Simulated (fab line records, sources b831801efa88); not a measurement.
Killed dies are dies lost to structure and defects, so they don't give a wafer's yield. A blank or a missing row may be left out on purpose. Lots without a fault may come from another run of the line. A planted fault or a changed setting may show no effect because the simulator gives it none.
Which tool did it? | flow sfq_line | 15 lots, 45 wafers sampled, at 3 steps of a route of 325

WHAT THE GAUGES READ, wafer by wafer
The record holds no reading of a measuring or inspecting step that can be judged against a usual standard deviation.

WHICH TOOL RAN EACH LOT (tool, then ch and the chambers of the sampled wafers, then the start)
lot  | SFQ_TRILAYER_M5_BARC_OPEN_METAL_ETCH_161 | SFQ_TRILAYER_M5_ETCH_METAL_ETCH_126 | SFQ_TRILAYER_R5_LITHO_EXPOSE_137
L834 | rie_metal-01 ch 0,1, day 56 22:32        | rie_metal-01 ch 0,1, day 56 22:36   | krf_scanner-01 ch 0, day 62 12:31
L835 | rie_metal-04 ch 0,1, day 57 00:56        | rie_metal-04 ch 0,1, day 57 01:00   | krf_scanner-01 ch 0, day 62 13:31
L836 | rie_metal-02 ch 1, day 57 11:50          | rie_metal-02 ch 1, day 57 11:54     | krf_scanner-01 ch 0, day 62 23:19
L837 | rie_metal-01 ch 0,1, day 59 19:10        | rie_metal-01 ch 0,1, day 59 19:13   | krf_scanner-01 ch 0, day 65 04:57
L839 | rie_metal-02 ch 0,1, day 59 23:58        | rie_metal-02 ch 0,1, day 60 00:01   | krf_scanner-01 ch 0, day 65 09:33
L842 | rie_metal-01 ch 0,1, day 61 14:08        | rie_metal-01 ch 0,1, day 61 14:11   | krf_scanner-02 ch 0, day 66 11:17
L843 | rie_metal-01 ch 0,1, day 61 15:27        | rie_metal-01 ch 0,1, day 61 15:31   | krf_scanner-02 ch 0, day 66 12:41
L844 | rie_metal-04 ch 0,1, day 61 17:51        | rie_metal-04 ch 0,1, day 61 17:55   | krf_scanner-02 ch 0, day 66 13:53
L851 | rie_metal-01 ch 0,1, day 67 00:51        | rie_metal-01 ch 0,1, day 67 00:57   | krf_scanner-01, day 67 21:43
L852 | rie_metal-04 ch 0,1, day 67 03:14        | rie_metal-04 ch 0,1, day 67 03:17   | krf_scanner-01, day 71 13:40
L853 | rie_metal-02 ch 0,1, day 67 04:27        | rie_metal-02 ch 0,1, day 67 04:33   | krf_scanner-01, day 71 16:28
L854 | rie_metal-04 ch 0,1, day 67 05:38        | rie_metal-04 ch 0,1, day 67 05:41   | krf_scanner-01 ch 0, day 71 18:28
L855 | rie_metal-02 ch 1, day 67 06:50          | rie_metal-02 ch 1, day 67 06:57     | krf_scanner-01 ch 0, day 71 19:28
L856 | rie_metal-02 ch 1, day 67 10:26          | rie_metal-02 ch 1, day 67 10:33     | krf_scanner-01 ch 0, day 71 20:40
L857 | rie_metal-02 ch 0,1, day 67 14:02        | rie_metal-02 ch 0,1, day 67 14:05   | krf_scanner-01 ch 0, day 71 23:04
- SFQ_TRILAYER_M5_BARC_OPEN_METAL_ETCH_161: etches BARC in O2, target depth 125 nm, time 41.7 s.
- SFQ_TRILAYER_M5_ETCH_METAL_ETCH_126: etches Nb in Cl2/BCl3, stops on SiO2, time 203.2 s, target depth 265 nm.
- SFQ_TRILAYER_R5_LITHO_EXPOSE_137: exposes mask R5, target cd 500 nm.

WHAT THE TOOLS THEMSELVES READ (means of the sampled wafers that have a number; where no wafer has one, the mark that the record gives instead)
SFQ_TRILAYER_M5_BARC_OPEN_METAL_ETCH_161.
lot  | tool         | bias_w (W) | chamber_pressure_mTorr (mTorr) | drypump_motor_current_A (A) | oes_product_au (a.u.)
L834 | rie_metal-01 | 79.80      | 10.006                         | 5.8                         | 0.681
L835 | rie_metal-04 | 80.26      | 9.997                          | 5.9                         | 0.685
L836 | rie_metal-02 | 80.11      | 10.010                         | 6.8                         | 0.689
L837 | rie_metal-01 | 80.03      | 9.996                          | 5.9                         | 0.684
L839 | rie_metal-02 | 79.97      | 9.994                          | 6.7                         | 0.683
L842 | rie_metal-01 | 80.02      | 10.009                         | 5.8                         | 0.684
L843 | rie_metal-01 | 80.24      | 9.999                          | 5.9                         | 0.681
L844 | rie_metal-04 | 79.93      | 10.004                         | 5.9                         | 0.681
L851 | rie_metal-01 | -          | -                              | -                           | -
L852 | rie_metal-04 | -          | -                              | -                           | -
L853 | rie_metal-02 | -          | -                              | -                           | -
L854 | rie_metal-04 | 80.06      | 9.998                          | 5.9                         | 0.690
L855 | rie_metal-02 | 79.85      | 10.007                         | 6.8                         | 0.679
L856 | rie_metal-02 | 79.83      | 10.002                         | 6.8                         | 0.688
L857 | rie_metal-02 | 79.90      | 10.004                         | 6.7                         | 0.682

SFQ_TRILAYER_M5_ETCH_METAL_ETCH_126.
lot  | tool         | bias_w (W) | chamber_pressure_mTorr (mTorr) | drypump_motor_current_A (A) | oes_product_au (a.u.)
L834 | rie_metal-01 | 80.11      | 10.001                         | 5.8                         | 0.728
L835 | rie_metal-04 | 79.87      | 10.008                         | 5.9                         | 0.724
L836 | rie_metal-02 | 80.02      | 10.011                         | 6.8                         | 0.732
L837 | rie_metal-01 | 80.30      | 9.999                          | 5.9                         | 0.730
L839 | rie_metal-02 | 79.88      | 9.998                          | 6.7                         | 0.725
L842 | rie_metal-01 | 79.67      | 10.006                         | 5.8                         | 0.723
L843 | rie_metal-01 | 80.24      | 9.998                          | 5.9                         | 0.725
L844 | rie_metal-04 | 79.79      | 10.000                         | 5.8                         | 0.727
L851 | rie_metal-01 | 80.30      | 9.994                          | 5.8                         | 0.374
L852 | rie_metal-04 | 79.77      | 9.998                          | 5.9                         | 0.374
L853 | rie_metal-02 | 79.84      | 10.005                         | 6.7                         | 0.373
L854 | rie_metal-04 | 80.16      | 10.005                         | 5.9                         | 0.724
L855 | rie_metal-02 | 80.18      | 10.001                         | 6.8                         | 0.734
L856 | rie_metal-02 | 79.94      | 10.001                         | 6.8                         | 0.728
L857 | rie_metal-02 | 79.96      | 10.004                         | 6.7                         | 0.729

SFQ_TRILAYER_R5_LITHO_EXPOSE_137.
lot  | tool           | exposure_dose_mJ_cm2 | focus_offset_nm (nm)
L834 | krf_scanner-01 | 14.394               | 0.1
L835 | krf_scanner-01 | 14.413               | -0.5
L836 | krf_scanner-01 | 14.394               | -0.4
L837 | krf_scanner-01 | 14.405               | -0.8
L839 | krf_scanner-01 | 14.393               | 0.1
L842 | krf_scanner-02 | 14.408               | -0.2
L843 | krf_scanner-02 | 14.403               | 0.2
L844 | krf_scanner-02 | 14.397               | -0.5
L851 | krf_scanner-01 | -                    | -
L852 | krf_scanner-01 | -                    | -
L853 | krf_scanner-01 | -                    | -
L854 | krf_scanner-01 | 14.404               | 0.6
L855 | krf_scanner-01 | 14.394               | -0.2
L856 | krf_scanner-01 | 14.410               | 0.0
L857 | krf_scanner-01 | 14.408               | -0.1

THE ANSWER, worked out from the rows above alone
Rule: what is usual is taken from the lots themselves. Put in order of their means at a reading, lots are off if they are a third of the lots or fewer, leave a main group of 4 or more, and stand apart from it by a gap of 3 or more times the standard deviation of the main group's means; of several such gaps the widest counts. A main group whose means are all the same, to the digits that the tables above print for the reading, isn't used. A lot without any number at a reading at which 4 lots or more have one is off too. The other lots that the step has rows for count as sound. The gauges are gone through in route order, then the tools' own readings, and for those a lot's mean is taken as printed above. The first step at which some lot is off is used, and at that step the reading that is off furthest; a lot without a number counts as furthest.
Off: L851, L852, L853, at SFQ_TRILAYER_M5_BARC_OPEN_METAL_ETCH_161 (bias_w). Without a number there: L851, L852, L853. The main group: mean 80.00 W, standard deviation 0.14.
A tool fits if, at that step or a process step before it, it ran every lot that is off, and no sound lot after the first of them. None of those tried fits.

WHAT THE SIMULATOR HAD PUT IN
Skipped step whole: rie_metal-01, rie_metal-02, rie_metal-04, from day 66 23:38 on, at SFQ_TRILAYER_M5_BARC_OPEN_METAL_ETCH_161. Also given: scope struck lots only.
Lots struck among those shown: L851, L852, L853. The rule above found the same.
